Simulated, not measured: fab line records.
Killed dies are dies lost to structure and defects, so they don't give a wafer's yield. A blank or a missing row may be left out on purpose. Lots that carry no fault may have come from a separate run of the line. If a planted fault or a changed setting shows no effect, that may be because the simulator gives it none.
Shared-tool check | flow gf180mcu | Sample size 11 lots and 33 wafers

## REASON IT WAS OPENED
Of 11 lots, 2 have the reading NSD_RS flagged at GF_PSD_RS_MEAS_14. No-fault wafers: 46.58 ohm/sq, standard deviation 0.1.
Rule: a lot is flagged when every wafer of it that has a number lies more than 4 standard deviations from that mean, or none has a number. All remaining lots are regarded as sound.

lot  | measured     | on           | NSD_RS (ohm/sq), wafer by wafer | flag
L979 | day 15 07:26 | filmMetro-01 | 46.59 46.73 46.62               | 
L982 | day 16 06:56 | filmMetro-01 | 46.75 46.75 46.60               | 
L983 | day 16 16:39 | filmMetro-01 | 46.70 46.67 46.81               | 
L984 | day 17 03:07 | filmMetro-04 | 46.38 46.47 46.29               | 
L985 | day 17 17:21 | filmMetro-03 | 46.53 46.52 46.58               | 
L987 | day 18 04:07 | filmMetro-01 | 46.61 46.58 46.67               | 
L989 | day 18 19:49 | filmMetro-01 | 47.28 47.24 47.36               | FLAGGED
L990 | day 19 09:05 | filmMetro-01 | 46.61 46.47 46.65               | 
L992 | day 20 05:39 | filmMetro-03 | 47.31 47.30 47.20               | FLAGGED
L998 | day 22 02:29 | filmMetro-03 | 46.49 46.57 46.57               | 
L999 | day 22 05:22 | filmMetro-03 | 46.62 46.61 46.69               | 
On average the flagged lots' numbers are 47.28 ohm/sq, which is +0.70 ohm/sq against the usual, or +7 standard deviations.

## WHICH TOOL EACH LOT WENT THROUGH
3 process steps preceding the reading are held in the record, out of 602 steps in the route. Every cell lists first the tool, next ch and the chambers used by the sampled wafers, and last the start.
lot  | flag    | GF_HV_LDD_STRIP_22                  | GF_NSD_IMPLANT_10               | GF_NSD_STRIP_11
L979 |         | plasmaAsher-04 ch 0,1, day 11 16:37 | implanter-01 ch 0, day 14 09:58 | plasmaAsher-01 ch 0,1, day 14 10:07
L982 |         | plasmaAsher-04 ch 0,1, day 12 13:45 | implanter-04 ch 0, day 15 08:11 | plasmaAsher-03 ch 0,1, day 15 08:18
L983 |         | plasmaAsher-02 ch 0,1, day 12 23:08 | implanter-01 ch 0, day 15 18:01 | plasmaAsher-02 ch 0,1, day 15 18:09
L984 |         | plasmaAsher-02 ch 0,1, day 13 07:22 | implanter-03 ch 0, day 16 03:44 | plasmaAsher-03 ch 0,1, day 16 03:53
L985 |         | plasmaAsher-03 ch 0,1, day 13 21:12 | implanter-01 ch 0, day 16 17:37 | plasmaAsher-02 ch 0,1, day 16 17:45
L987 |         | plasmaAsher-02 ch 0,1, day 14 05:44 | implanter-03 ch 0, day 17 03:54 | plasmaAsher-03 ch 0,1, day 17 04:00
L989 | FLAGGED | plasmaAsher-02 ch 0,1, day 14 21:21 | implanter-03 ch 0, day 17 20:31 | plasmaAsher-01 ch 0,1, day 17 20:40
L990 |         | plasmaAsher-03 ch 0, day 15 08:49   | implanter-01 ch 0, day 18 07:46 | plasmaAsher-03 ch 0, day 18 07:54
L992 | FLAGGED | plasmaAsher-04 ch 0,1, day 16 02:31 | implanter-03 ch 0, day 19 04:29 | plasmaAsher-01 ch 0,1, day 19 04:38
L998 |         | plasmaAsher-04 ch 0,1, day 17 21:25 | implanter-01 ch 0, day 21 01:55 | plasmaAsher-02 ch 1, day 21 02:03
L999 |         | plasmaAsher-02 ch 0,1, day 18 00:48 | implanter-01 ch 0, day 21 05:28 | plasmaAsher-02 ch 1, day 21 05:37
These steps, and what they do:
- GF_HV_LDD_STRIP_22: strips in O2/N2.
- GF_NSD_IMPLANT_10
- GF_NSD_STRIP_11: strips in O2/N2.
- GF_PSD_RS_MEAS_14: measures by four-point-probe.

## FLAGGED OVER TOTAL, TOOL BY TOOL (the gauges that took the reading come last)
step               | tool           | lots run | flagged | share of the flagged lots | sound lots run after its first flagged lot
GF_HV_LDD_STRIP_22 | plasmaAsher-02 | 5        | 1       | some                      | 1 (L999)
GF_HV_LDD_STRIP_22 | plasmaAsher-03 | 2        | 0       | none                      | -
GF_HV_LDD_STRIP_22 | plasmaAsher-04 | 4        | 1       | some                      | 1 (L998)
GF_NSD_IMPLANT_10  | implanter-01   | 6        | 0       | none                      | -
GF_NSD_IMPLANT_10  | implanter-03   | 4        | 2       | all                       | 0
GF_NSD_IMPLANT_10  | implanter-04   | 1        | 0       | none                      | -
GF_NSD_STRIP_11    | plasmaAsher-01 | 3        | 2       | all                       | 0
GF_NSD_STRIP_11    | plasmaAsher-02 | 4        | 0       | none                      | -
GF_NSD_STRIP_11    | plasmaAsher-03 | 4        | 0       | none                      | -
GF_PSD_RS_MEAS_14  | filmMetro-01   | 6        | 1       | some                      | 1 (L990)
GF_PSD_RS_MEAS_14  | filmMetro-03   | 4        | 1       | some                      | 2 (L998,L999)
GF_PSD_RS_MEAS_14  | filmMetro-04   | 1        | 0       | none                      | -

## THE TABLE: WHAT IT ALLOWS
In 2 table rows, all flagged lots were run: implanter-03 (GF_NSD_IMPLANT_10), plasmaAsher-01 (GF_NSD_STRIP_11).
- implanter-03 at GF_NSD_IMPLANT_10: 2 of its 4 lots flagged. Its last sound lot is L987 (day 17 03:54), its first flagged lot L989 (day 17 20:31): a fault that began between those two fits. Its own readings lie more than 4 standard deviations out on every wafer of the flagged lots: beamEnergyKeV.
- plasmaAsher-01 at GF_NSD_STRIP_11: 2 of its 3 lots flagged. Its last sound lot is L979 (day 14 10:07), its first flagged lot L989 (day 17 20:40): a fault that began between those two fits. Its own readings lie more than 4 standard deviations out on every wafer of the flagged lots: stripTimeToEndpointS.
Counting lots can't tell these 2 tools apart, because each fits a fault that began at some hour. More lots, or a look at what each step does to the wafer, might.

## WHAT THE SIMULATOR HAD PUT IN
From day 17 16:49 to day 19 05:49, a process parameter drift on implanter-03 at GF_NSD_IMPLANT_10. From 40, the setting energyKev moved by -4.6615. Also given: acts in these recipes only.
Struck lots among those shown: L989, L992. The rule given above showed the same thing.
